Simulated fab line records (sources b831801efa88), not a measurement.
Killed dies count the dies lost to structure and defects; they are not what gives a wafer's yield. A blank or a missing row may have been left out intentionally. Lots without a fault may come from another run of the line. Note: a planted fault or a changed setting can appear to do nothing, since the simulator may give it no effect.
fab line records	flow sky130
[record] lots = 12	wafers = 36	last_day = 50
route steps=708 shown METAL1@452 VIA1@470 METAL2@494 VIA2@509 PAD_OPEN@708
lots that met no fault: from a run of the same line without faults
start_h: hours from the record's opening day to when the first of the lot's shown wafers began	wait_h: hours elapsed since this lot's preceding step	" repeats the value in the row above	L1.1+2: one row covering several wafers at once	- no value, or no start was given	* or withheld: withheld	< > ~ a bound
route shown NAME@n: a module of which the file shows steps, and the number in the route of the first	usual: mean/standard deviation taken from wafers without a fault	same: alike in all rows	chamber/n: place in a boat	sites: readings site by site	_std_site: standard deviation of those values	_edge_site: inner sites' mean taken away from outer sites' mean	radius_mm: how far each site lies from the wafer's centre	mask NAME#n: copy n	behind: the most recent tool/chamber to have shaped the wafer	hold: why the lot was held/for how many hours/how that ended	device: the n, p or np transistor that did not switch	end of line: the route-end tests of the same wafers	for a step that has no rows: nothing shown but its recipe	killed: the dies lost at the first sort to structure and to defects; this is not the yield of the wafer	map: a wafer's dies, x killed, . not, _ none there
set.NAME: the run value of the setting; set.NAME@STEP: its run value at that earlier step	model.NAME: the simulator's own value behind a step, which no gauge read
steps of the route over a sample of lots; a table a step, a row a wafer
services: the hour from which a tool's chamber was out of use, counted from the record's first day as start_h (under 0 if before that day), plus the number of hours and why
[[steps]]
[step SKY_METAL1_ETCH_18]
[recipe] chemistry = N2/H2	target = BARC	ion_energy_ev = 200	bias_w = 100	pressure_mtorr = 30	n2_flow_sccm = 100	h2_flow_sccm = 200	icp_w = 500	stop_on = SiO2	time_s = 45.9	target_depth_a = 600
[usual] drypump_motor_current_A = 6.3/0.45	oes_product_au = 0.855/0.0049	throttle_valve_pct = 13.225/0.0095
lot.wafer	tool	chamber	start_h	wait_h	drypump_motor_current_A	oes_product_au	rf_hours_counter_h	throttle_valve_pct
L371.1	rie_metal-04	0	777.06	0.0	6.4	0.859	7	13.229
L371.3	"	0	"	"	6.4	0.844	-	13.234
L371.5	"	1	"	"	6.7	0.853	-	13.231
L372.3	rie_metal-02	0	799.23	0.1	6.0	0.857	-	13.215
L372.4	"	0	"	"	6.0	0.861	-	13.223
L372.6	"	0	"	"	6.0	0.850	-	13.232
L373.2	rie_metal-03	0	802.21	0.0	5.4	0.851	14	13.231
L373.4	"	0	"	"	5.4	0.857	-	13.209
L373.6	"	0	"	"	5.4	0.845	-	13.228
L374.1	rie_metal-03	0	803.56	0.0	5.5	0.862	14	13.230
L374.5	"	0	"	"	5.4	0.846	-	13.209
L374.6	"	1	"	"	6.1	0.859	-	13.240
L376.1	rie_metal-03	1	818.26	0.0	6.1	0.848	4	13.219
L376.2	"	0	"	"	5.4	0.854	15	13.224
L376.3	"	1	"	"	6.1	0.855	-	13.222
L377.1	rie_metal-03	1	821.52	0.0	6.1	0.858	4	13.228
L377.3	"	0	"	"	5.4	0.851	-	13.240
L377.6	"	0	"	"	5.4	0.856	-	13.222
L378.2	rie_metal-02	0	834.42	0.0	6.0	0.856	15	13.233
L378.5	"	1	"	"	6.7	0.860	-	13.228
L378.6	"	0	"	"	6.0	0.848	-	13.224
L380.2	rie_metal-04	1	848.21	0.0	6.8	0.848	8	13.204
L380.3	"	1	"	"	6.7	0.848	-	13.221
L380.5	"	1	"	"	6.8	0.849	-	13.227
L381.1	rie_metal-03	0	863.86	0.0	5.5	0.857	17	13.228
L381.4	"	1	"	"	6.1	0.853	-	13.210
L381.5	"	0	"	"	5.4	0.851	-	13.225
L383.1	rie_metal-04	0	868.76	0.0	6.4	0.854	10	13.224
L383.3	"	0	"	"	6.4	0.855	-	13.219
L383.5	"	0	"	"	6.4	0.851	-	13.229
L388.1	rie_metal-02	1	914.00	0.1	6.7	0.854	12	13.224
L388.2	"	1	"	"	6.6	0.854	-	13.225
L388.5	"	1	"	"	6.6	0.855	-	13.220
L389.1	rie_metal-02	1	918.24	0.1	6.6	0.864	12	13.214
L389.3	"	1	"	"	6.6	0.857	-	13.233
L389.5	"	1	"	"	6.6	0.860	-	13.234
[step SKY_VIA1_CD_MEAS_12]
[recipe] target_cd_nm = 150
[usual] cd_nm = 149.9/2.3
lot.wafer	tool	chamber	start_h	wait_h	cd_nm
L371.1	cd_sem-02	-	804.92	-	151.1
L371.3	"	-	"	"	149.0
L371.5	"	-	"	"	150.2
L372.3	cd_sem-02	-	827.30	-	146.1
L372.4	"	-	"	"	143.8
L372.6	"	-	"	"	144.3
L373.2	cd_sem-02	-	829.24	-	144.7
L373.4	"	-	"	"	147.0
L373.6	"	-	"	"	146.0
L374.1	cd_sem-01	-	832.02	-	146.8
L374.5	"	-	"	"	147.3
L374.6	"	-	"	"	147.2
L376.1	cd_sem-02	-	845.27	-	150.3
L376.2	"	-	"	"	150.8
L376.3	"	-	"	"	149.3
L377.1	cd_sem-02	-	849.36	-	149.8
L377.3	"	-	"	"	151.5
L377.6	"	-	"	"	149.9
L378.2	cd_sem-02	-	861.28	-	148.3
L378.5	"	-	"	"	147.5
L378.6	"	-	"	"	146.9
L380.2	cd_sem-01	-	875.94	-	152.6
L380.3	"	-	"	"	149.6
L380.5	"	-	"	"	150.7
L381.1	cd_sem-02	-	890.46	-	151.4
L381.4	"	-	"	"	153.5
L381.5	"	-	"	"	152.0
L383.1	cd_sem-01	-	895.22	-	152.3
L383.3	"	-	"	"	152.6
L383.5	"	-	"	"	150.8
L388.1	cd_sem-02	-	940.46	-	149.0
L388.2	"	-	"	"	150.6
L388.5	"	-	"	"	149.6
L389.1	cd_sem-01	-	944.32	-	148.5
L389.3	"	-	"	"	149.6
L389.5	"	-	"	"	150.0
[step SKY_METAL2_SOFTBAKE_11]
[recipe] temp_c = 100	time_s = 90	resist = KrF-thick
[usual] run_length_s = 119.26/0.15
lot.wafer	tool	chamber	start_h	wait_h	run_length_s
L371.1	litho_track-02	0	819	-	119.04
L371.3	"	0	"	"	119.09
L371.5	"	0	"	"	119.44
L372.3	litho_track-04	0	842	-	119.24
L372.4	"	0	"	"	119.44
L372.6	"	0	"	"	119.10
L373.2	litho_track-03	0	843	-	119.51
L373.4	"	0	"	"	119.57
L373.6	"	0	"	"	119.29
L374.1	litho_track-04	0	846	-	119.24
L374.5	"	0	"	"	119.41
L374.6	"	0	"	"	119.31
L376.1	litho_track-02	0	860	-	119.08
L376.2	"	0	"	"	119.06
L376.3	"	0	"	"	119.02
L377.1	litho_track-02	0	863	-	119.28
L377.3	"	0	"	"	119.19
L377.6	"	0	"	"	119.03
L378.2	litho_track-03	0	875	-	119.67
L378.5	"	0	"	"	119.38
L378.6	"	0	"	"	119.34
L380.2	litho_track-02	0	890	-	119.11
L380.3	"	0	"	"	119.15
L380.5	"	0	"	"	119.01
L381.1	litho_track-02	0	904	-	119.01
L381.4	"	0	"	"	119.22
L381.5	"	0	"	"	119.23
L383.1	litho_track-02	0	909	-	119.18
L383.3	"	0	"	"	119.20
L383.5	"	0	"	"	119.44
L388.1	litho_track-03	0	954	-	119.31
L388.2	"	0	"	"	127.79
L388.5	"	0	"	"	127.89
L389.1	litho_track-03	0	958	-	119.31
L389.3	"	0	"	"	119.42
L389.5	"	0	"	"	127.83
[step SKY_VIA2_CMP_02]
[recipe] material = SiO2	down_force_psi = 4	platen_rpm = 60	pad_velocity_m_s = 0.94248
[usual] head_pressure_psi = 4.000/0.0093	motor_current_A = 10.7/0.9
lot.wafer	tool	chamber	start_h	wait_h	head_pressure_psi	motor_current_A
L371.3	cmp-02	0	833.65	0.1	3.997	10.5
L371.1	"	2	"	"	3.993	9.9
L371.5	"	0	"	"	3.999	9.8
L372.3	cmp-02	1	856.61	0.1	4.001	12.2
L372.4	"	2	"	"	4.002	8.9
L372.6	"	3	"	"	4.006	11.1
L373.2	cmp-02	1	857.61	0.1	4.008	12.2
L373.4	"	3	"	"	3.993	10.8
L373.6	"	2	"	"	3.989	9.8
L374.1	cmp-02	3	861.22	0.1	4.006	10.8
L374.6	"	3	"	"	4.013	10.5
L374.5	"	0	"	"	3.985	10.2
L376.1	cmp-02	3	874.05	0.1	3.986	10.5
L376.2	"	1	"	"	3.995	12.6
L376.3	"	2	"	"	4.006	9.8
L377.3	cmp-02	0	878.23	0.1	4.019	10.4
L377.1	"	1	"	"	3.988	11.9
L377.6	"	0	"	"	4.013	10.5
L378.2	cmp-02	3	890.35	0.4	4.001	10.4
L378.6	"	0	"	"	4.010	10.1
L378.5	"	1	"	"	4.002	12.1
L380.2	cmp-01	1	904.23	0.0	4.019	12.6
L380.3	"	0	"	"	4.012	10.0
L380.5	"	1	"	"	4.017	11.8
L381.4	cmp-02	1	917.73	0.0	3.994	12.0
L381.1	"	3	"	"	3.986	10.9
L381.5	"	1	"	"	3.976	12.0
L383.1	cmp-02	0	923.02	0.1	4.003	10.5
L383.3	"	1	"	"	3.993	12.6
L383.5	"	2	"	"	3.996	9.5
L388.1	cmp-02	1	968.69	0.1	4.001	12.0
L388.2	"	3	"	"	3.999	10.5
L388.5	"	1	"	"	3.995	11.8
L389.3	cmp-02	0	972.34	0.1	4.000	9.8
L389.1	"	2	"	"	4.011	9.4
L389.5	"	3	"	"	3.985	10.2
[step SKY_PAD_OPEN_PROBE_99]
[usual] defect_limited_yield = 82.4/1.9	killed_at_M0_to_M3 = 44/7.5	killed_at_M4_up = 3.2/1.9	killed_at_contacts = 23/4.7	killed_at_front_end = 15/4.7	killed_at_other = 0.4/0.66	killed_dies = 87/9.3	killed_open = 47/7.2	killed_short = 39/6.5	sort_bin_3_pad_short = 0.8/0.39	sort_bin_5_function = 10.5/1.4	sort_bin_6_memory = 6.3/1.2	sort_n_pass = 405/9.3	sort_yield_pct = 82.4/1.9
[same] gross_dies = 492	killed_at_back_side = 0	sort_bin_4_leakage[%] = 0	sort_bin_8_speed[%] = 0
lot.wafer	tool	chamber	start_h	wait_h	defect_limited_yield[%]	killed_at_M0_to_M3	killed_at_M4_up	killed_at_contacts	killed_at_front_end	killed_at_other	killed_dies	killed_open	killed_short	sort_bin_3_pad_short[%]	sort_bin_5_function[%]	sort_bin_6_memory[%]	sort_n_pass	sort_yield_pct[%]
L371.1	prober-02	-	1086.04	0.1	82.9	48	2	23	11	0	84	44	40	1.2	9.3	6.5	408	82.9
L371.3	prober-02	-	1086.14	0.2	80.3	47	1	23	25	1	97	55	42	0.6	12.2	6.9	395	80.3
L371.5	prober-02	-	1086.24	0.2	85.0	36	5	20	12	1	74	42	32	0.8	7.9	6.3	418	85.0
L372.3	prober-01	-	1107.07	0.2	84.1	42	7	18	10	1	78	43	35	0.4	9.3	6.1	414	84.1
L372.4	prober-01	-	1107.12	0.2	79.7	43	7	36	14	0	100	49	51	1.6	11.8	6.9	392	79.7
L372.6	prober-01	-	1107.22	0.2	84.6	40	4	22	10	0	76	39	37	1.0	8.9	5.5	416	84.6
L373.2	prober-02	-	1107.59	0.1	82.1	50	1	22	15	0	88	45	43	1.0	12.2	4.7	404	82.1
L373.4	prober-02	-	1107.69	0.2	82.7	52	3	20	10	0	85	47	38	0.6	10.6	6.1	407	82.7
L373.6	prober-02	-	1107.79	0.2	77.8	55	3	32	19	0	109	59	50	0.4	13.2	8.5	383	77.8
L374.1	prober-01	-	1109.28	0.1	81.7	45	2	23	20	0	90	50	39	0.6	9.1	8.5	402	81.7
L374.5	prober-01	-	1109.48	0.2	78.9	58	3	23	20	0	104	55	49	1.0	11.4	8.7	388	78.9
L374.6	prober-01	-	1109.53	0.2	81.3	40	3	22	27	0	92	53	35	1.8	9.6	7.3	400	81.3
L376.1	prober-01	-	1115.89	0.1	83.5	40	3	22	16	0	81	52	29	0.6	10.6	5.3	411	83.5
L376.2	prober-01	-	1115.94	0.1	80.7	46	3	25	21	0	95	43	52	1.2	12.6	5.5	397	80.7
L376.3	prober-01	-	1115.99	0.2	81.3	48	2	23	19	0	92	46	46	0.6	12.0	6.1	400	81.3
L377.1	prober-02	-	1131.00	0.1	78.9	55	2	32	12	3	104	60	40	0.6	12.6	7.9	388	78.9
L377.3	prober-02	-	1131.10	0.2	84.6	42	3	24	7	0	76	35	41	1.2	8.1	6.1	416	84.6
L377.6	prober-02	-	1131.25	0.2	81.3	47	5	27	11	2	92	47	43	1.4	10.8	6.5	400	81.3
L378.2	prober-01	-	1132.55	0.1	79.1	56	7	25	14	1	103	61	41	1.4	10.4	9.1	389	79.1
L378.5	prober-01	-	1132.70	0.2	84.8	37	3	20	13	2	75	36	37	0.6	9.8	4.9	417	84.8
L378.6	prober-01	-	1132.75	0.2	82.3	45	4	23	14	1	87	45	41	0.8	11.8	5.1	405	82.3
L380.2	prober-01	-	1144.81	0.1	82.3	51	1	20	15	0	87	52	35	0.8	10.2	6.7	405	82.3
L380.3	prober-01	-	1144.86	0.2	84.3	39	1	22	15	0	77	40	36	0.6	7.7	7.3	415	84.3
L380.5	prober-01	-	1144.96	0.2	83.1	33	3	29	17	1	83	40	43	1.6	10.4	4.9	409	83.1
L381.1	prober-02	-	1149.74	0.1	83.1	46	3	18	16	0	83	46	37	0.4	10.0	6.5	409	83.1
L381.4	prober-02	-	1149.89	0.2	82.1	34	1	37	15	1	88	47	41	0.6	11.2	6.1	404	82.1
L381.5	prober-02	-	1149.94	0.2	84.3	52	5	14	6	0	77	42	35	1.0	9.6	5.1	415	84.3
L383.1	prober-02	-	1154.80	0.1	80.7	54	3	24	14	0	95	54	41	1.0	12.2	6.1	397	80.7
L383.3	prober-02	-	1154.90	0.2	82.9	47	0	25	12	0	84	42	41	0.6	10.4	6.1	408	82.9
L383.5	prober-02	-	1155.00	0.2	84.3	41	3	22	10	1	77	47	29	0.4	9.3	5.9	415	84.3
L388.1	prober-01	-	1185.39	0.1	81.7	44	3	31	12	0	90	44	45	1.0	11.0	6.3	402	81.7
L388.2	prober-01	-	1185.44	0.1	81.7	46	4	21	19	0	90	51	37	1.2	10.6	6.5	402	81.7
L388.5	prober-01	-	1185.59	0.2	84.8	29	3	29	14	0	75	42	32	0.6	9.8	4.9	417	84.8
L389.1	prober-02	-	1189.95	0.1	81.5	47	6	24	14	0	91	49	42	0.6	12.4	5.5	401	81.5
L389.3	prober-02	-	1190.05	0.2	81.9	45	4	24	16	0	89	47	40	0.8	10.2	7.1	403	81.9
L389.5	prober-02	-	1190.15	0.2	82.7	42	5	21	17	0	85	40	45	1.2	10.4	5.7	407	82.7
// killed by level:class
L371.1 METAL1:geometric_particle:short=8 CONTACT:geometric_particle:short=8 VIA1:geometric_particle:open=8 LI_CONTACT:geometric_particle:open=6 METAL3:geometric_particle:short=6 CONTACT:geometric_particle:open=6 VIA2:geometric_particle:short=5 VIA3:geometric_particle:open=5
L371.3 METAL1:geometric_particle:short=9 VIA2:geometric_particle:open=8 LI_CONTACT:geometric_particle:open=8 VIA1:geometric_particle:open=8 FIELD_ISO:geometric_particle:open=6 VIA3:geometric_particle:open=6 POLY_GATE:geometric_particle:open=5 CONTACT:geometric_particle:open=5
L371.5 VIA2:geometric_particle:open=10 CONTACT:geometric_particle:open=7 METAL2:geometric_particle:short=6 METAL1:geometric_particle:short=4 LI_CONTACT:geometric_particle:open=4 CONTACT:geometric_particle:short=4 VIA1:geometric_particle:short=4 VIA1:geometric_particle:open=4
L372.3 VIA1:geometric_particle:open=12 CONTACT:geometric_particle:open=6 VIA3:geometric_particle:open=6 LI_CONTACT:geometric_particle:open=4 VIA1:geometric_particle:short=4 VIA2:geometric_particle:open=4 CONTACT:geometric_particle:short=3 LI_CONTACT:geometric_particle:short=3
L372.4 CONTACT:geometric_particle:open=16 VIA1:geometric_particle:short=10 LI_CONTACT:geometric_particle:open=8 VIA1:geometric_particle:open=6 METAL4:geometric_particle:short=6 POLY_GATE:geometric_particle:short=5 LOCAL_INTERCONNECT:geometric_particle:short=5 METAL1:geometric_particle:short=5
L372.6 VIA1:geometric_particle:open=9 LI_CONTACT:geometric_particle:open=8 VIA1:geometric_particle:short=7 CONTACT:geometric_particle:open=6 METAL1:geometric_particle:short=5 VIA2:geometric_particle:open=5 LI_CONTACT:geometric_particle:short=4 CONTACT:geometric_particle:short=4
L373.2 VIA3:geometric_particle:open=13 METAL2:geometric_particle:short=11 CONTACT:geometric_particle:open=8 VIA1:geometric_particle:open=8 LI_CONTACT:geometric_particle:open=5 CONTACT:geometric_particle:short=5 METAL1:geometric_particle:short=5 VIA1:geometric_particle:short=4
L373.4 VIA1:geometric_particle:open=14 CONTACT:geometric_particle:open=8 VIA1:geometric_particle:short=8 METAL2:geometric_particle:short=8 VIA2:geometric_particle:open=6 VIA3:geometric_particle:open=5 LI_CONTACT:geometric_particle:open=4 CONTACT:geometric_particle:short=4
L373.6 CONTACT:geometric_particle:open=15 VIA1:geometric_particle:open=12 METAL2:geometric_particle:short=10 VIA1:geometric_particle:short=8 VIA3:geometric_particle:open=7 POLY_GATE:geometric_particle:open=6 LI_CONTACT:geometric_particle:open=5 METAL1:geometric_particle:short=5
L374.1 VIA1:geometric_particle:open=9 VIA3:geometric_particle:open=8 FIELD_ISO:geometric_particle:open=7 CONTACT:geometric_particle:open=7 METAL1:geometric_particle:short=6 POLY_GATE:geometric_particle:short=5 LI_CONTACT:geometric_particle:short=5 VIA1:geometric_particle:short=5
L374.5 VIA1:geometric_particle:open=14 VIA2:geometric_particle:open=9 VIA3:geometric_particle:open=9 CONTACT:geometric_particle:short=7 VIA3:geometric_particle:short=6 FIELD_ISO:geometric_particle:short=5 POLY_GATE:geometric_particle:short=5 LI_CONTACT:geometric_particle:open=5
L374.6 VIA1:geometric_particle:open=11 FIELD_ISO:geometric_particle:open=9 POLY_GATE:geometric_particle:open=7 CONTACT:geometric_particle:open=7 VIA3:geometric_particle:open=6 CONTACT:geometric_particle:short=6 METAL2:geometric_particle:short=4 LI_CONTACT:geometric_particle:open=4
L376.1 LI_CONTACT:geometric_particle:open=10 VIA1:geometric_particle:open=9 CONTACT:geometric_particle:open=7 METAL1:geometric_particle:short=6 VIA3:geometric_particle:open=5 METAL1:geometric_particle:open=4 METAL2:geometric_particle:short=4 FIELD_ISO:geometric_particle:open=3
L376.2 LOCAL_INTERCONNECT:geometric_particle:short=8 VIA1:geometric_particle:open=7 METAL2:geometric_particle:open=6 METAL1:geometric_particle:short=6 VIA1:geometric_particle:short=6 METAL2:geometric_particle:short=6 VIA2:geometric_particle:open=6 POLY_GATE:geometric_particle:open=5
L376.3 METAL2:geometric_particle:short=8 METAL1:geometric_particle:short=7 LI_CONTACT:geometric_particle:open=7 CONTACT:geometric_particle:open=7 VIA1:geometric_particle:open=7 FIELD_ISO:geometric_particle:open=5 METAL3:geometric_particle:short=5 VIA2:geometric_particle:short=4
L377.1 VIA1:geometric_particle:open=15 CONTACT:geometric_particle:open=10 LI_CONTACT:geometric_particle:open=8 VIA3:geometric_particle:open=8 CONTACT:geometric_particle:short=8 VIA2:geometric_particle:open=8 METAL1:geometric_particle:short=5 METAL2:geometric_particle:short=5
L377.3 VIA1:geometric_particle:open=10 LI_CONTACT:geometric_particle:open=8 VIA1:geometric_particle:short=7 CONTACT:geometric_particle:open=6 METAL3:geometric_particle:short=5 CONTACT:geometric_particle:short=4 FIELD_ISO:geometric_particle:short=3 LI_CONTACT:geometric_particle:short=3
L377.6 VIA1:geometric_particle:open=13 LI_CONTACT:geometric_particle:open=9 CONTACT:geometric_particle:short=6 VIA3:geometric_particle:open=6 VIA2:geometric_particle:open=5 LI_CONTACT:geometric_particle:short=5 CONTACT:geometric_particle:open=5 METAL2:geometric_particle:short=5
L378.2 VIA1:geometric_particle:open=13 LI_CONTACT:geometric_particle:open=12 CONTACT:geometric_particle:open=8 METAL1:geometric_particle:short=7 VIA3:geometric_particle:open=7 POLY_GATE:geometric_particle:open=6 VIA1:geometric_particle:short=6 METAL2:geometric_particle:short=5
L378.5 VIA1:geometric_particle:open=7 CONTACT:geometric_particle:open=6 METAL2:geometric_particle:short=6 POLY_GATE:geometric_particle:open=5 LOCAL_INTERCONNECT:geometric_particle:short=5 VIA1:geometric_particle:short=4 LI_CONTACT:geometric_particle:open=4 VIA2:geometric_particle:short=4
L378.6 VIA1:geometric_particle:open=10 CONTACT:geometric_particle:open=9 METAL1:geometric_particle:short=8 LI_CONTACT:geometric_particle:open=6 METAL2:geometric_particle:short=6 VIA3:geometric_particle:open=6 POLY_GATE:geometric_particle:open=4 CONTACT:geometric_particle:short=4
L380.2 VIA2:geometric_particle:open=13 VIA1:geometric_particle:open=9 METAL1:geometric_particle:short=7 CONTACT:geometric_particle:open=7 LI_CONTACT:geometric_particle:open=6 VIA3:geometric_particle:open=6 FIELD_ISO:geometric_particle:short=5 FIELD_ISO:geometric_particle:open=4
L380.3 LI_CONTACT:geometric_particle:open=8 METAL2:geometric_particle:short=8 METAL1:geometric_particle:short=6 VIA1:geometric_particle:open=6 POLY_GATE:geometric_particle:open=5 CONTACT:geometric_particle:open=5 VIA2:geometric_particle:open=5 FIELD_ISO:geometric_particle:open=3
L380.5 CONTACT:geometric_particle:open=12 CONTACT:geometric_particle:short=10 METAL2:geometric_particle:short=9 VIA1:geometric_particle:open=7 FIELD_ISO:geometric_particle:short=5 VIA2:geometric_particle:open=5 POLY_GATE:geometric_particle:open=4 METAL1:geometric_particle:short=4
L381.1 VIA2:geometric_particle:open=11 VIA3:geometric_particle:open=9 CONTACT:geometric_particle:open=7 VIA1:geometric_particle:open=7 FIELD_ISO:geometric_particle:short=6 VIA1:geometric_particle:short=5 SPACER:geometric_particle:short=4 LI_CONTACT:geometric_particle:open=4
L381.4 LI_CONTACT:geometric_particle:open=14 VIA2:geometric_particle:open=12 CONTACT:geometric_particle:open=8 FIELD_ISO:geometric_particle:short=7 CONTACT:geometric_particle:short=7 LI_CONTACT:geometric_particle:short=5 VIA1:geometric_particle:open=3 METAL2:geometric_particle:short=3
L381.5 VIA1:geometric_particle:open=12 VIA2:geometric_particle:open=8 CONTACT:geometric_particle:open=7 VIA1:geometric_particle:short=7 VIA3:geometric_particle:open=6 METAL4:geometric_particle:short=5 VIA2:geometric_particle:short=4 METAL3:geometric_particle:short=4
L383.1 CONTACT:geometric_particle:open=10 VIA1:geometric_particle:open=10 VIA2:geometric_particle:open=7 LI_CONTACT:geometric_particle:open=6 VIA3:geometric_particle:open=6 VIA3:geometric_particle:short=6 POLY_GATE:geometric_particle:short=4 CONTACT:geometric_particle:short=4
L383.3 VIA1:geometric_particle:open=13 METAL2:geometric_particle:short=9 CONTACT:geometric_particle:short=8 METAL1:geometric_particle:short=7 LI_CONTACT:geometric_particle:open=6 CONTACT:geometric_particle:open=6 VIA3:geometric_particle:open=4 LOCAL_INTERCONNECT:geometric_particle:short=4
L383.5 VIA1:geometric_particle:open=13 VIA3:geometric_particle:open=9 CONTACT:geometric_particle:open=8 VIA2:geometric_particle:open=5 LI_CONTACT:geometric_particle:short=4 CONTACT:geometric_particle:short=4 METAL2:geometric_particle:short=4 FIELD_ISO:geometric_particle:open=3
L388.1 VIA1:geometric_particle:open=10 LI_CONTACT:geometric_particle:open=8 CONTACT:geometric_particle:open=7 VIA1:geometric_particle:short=7 CONTACT:geometric_particle:short=6 LOCAL_INTERCONNECT:geometric_particle:short=6 METAL2:geometric_particle:short=6 VIA3:geometric_particle:open=6
L388.2 LI_CONTACT:geometric_particle:open=9 VIA1:geometric_particle:open=9 VIA2:geometric_particle:open=9 POLY_GATE:geometric_particle:open=7 METAL2:geometric_particle:short=6 CONTACT:geometric_particle:open=6 METAL1:geometric_particle:short=5 VIA1:geometric_particle:short=4
L388.5 LI_CONTACT:geometric_particle:open=9 CONTACT:geometric_particle:open=8 VIA1:geometric_particle:open=7 VIA2:geometric_particle:open=6 LI_CONTACT:geometric_particle:short=5 FIELD_ISO:geometric_particle:short=4 METAL1:geometric_particle:short=4 VIA1:geometric_particle:short=4
L389.1 CONTACT:geometric_particle:open=11 METAL2:geometric_particle:short=10 VIA3:geometric_particle:open=8 CONTACT:geometric_particle:short=7 VIA1:geometric_particle:open=7 VIA2:geometric_particle:open=6 FIELD_ISO:geometric_particle:open=5 VIA1:geometric_particle:short=5
L389.3 VIA1:geometric_particle:open=12 LI_CONTACT:geometric_particle:open=8 METAL2:geometric_particle:short=8 CONTACT:geometric_particle:open=7 VIA2:geometric_particle:open=5 POLY_GATE:geometric_particle:short=4 POLY_GATE:geometric_particle:open=4 METAL1:geometric_particle:short=4
L389.5 CONTACT:geometric_particle:open=8 METAL1:geometric_particle:short=7 FIELD_ISO:geometric_particle:short=6 VIA1:geometric_particle:open=6 VIA2:geometric_particle:open=6 FIELD_ISO:geometric_particle:open=5 METAL2:geometric_particle:short=5 VIA3:geometric_particle:open=5
[[services]]
tool	chamber	start_h	hours	kind
cmp-02	-	793.30	0.3	repair
rie_metal-02	1	798.33	10.3	repair
cmp-01	-	819.73	0.9	repair
cmp-02	-	822.34	0.8	repair
cmp-01	-	831.29	63.6	repair
rie_metal-02	-	841.42	2.8	pm
cmp-01	-	841.77	2.3	repair
rie_metal-03	1	869.59	1.9	repair
cmp-01	-	894.84	5.2	pm
rie_metal-03	0	899.18	-	clean
rie_metal-03	0	899.18	18.5	scheduled_down
rie_metal-03	0	899.18	18.5	vent_cycle
cmp-02	-	900.07	5.6	pm
rie_metal-02	0	911.51	-	clean
rie_metal-02	0	911.51	18.9	scheduled_down
rie_metal-02	0	911.51	18.9	vent_cycle
rie_metal-04	-	911.98	0.4	repair
cmp-01	-	912.00	4.0	pm
cmp-01	-	916.00	-	consumable_replace:conditioner
cmp-01	-	916.00	-	consumable_replace:pad
cmp-02	-	925.84	8.8	pm
cmp-02	-	955.57	12.2	pm
[[key]]
[first_sign] step = SKY_METAL2_SOFTBAKE_11	reading = run_length_s	direction = up	sigmas = 56	usual = *	struck = *
effect none on later readings
met_at SKY_METAL2_SOFTBAKE_11
struck_lots L388,L389
struck_wafers L388.2,L388.5,L389.5
not_acting_at SKY_METAL1_ETCH_18,SKY_VIA1_CD_MEAS_12,SKY_VIA2_CMP_02
onset_between 875 954
[fault] kind = process_parameter_drift	tool = litho_track-03	chamber = -	onset_h = 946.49	steps = SKY_METAL2_SOFTBAKE_11	channel = time_s	offset = *	shape = step	end_h = 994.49	scope = struck_wafers_only	acts_in = *	stated = *
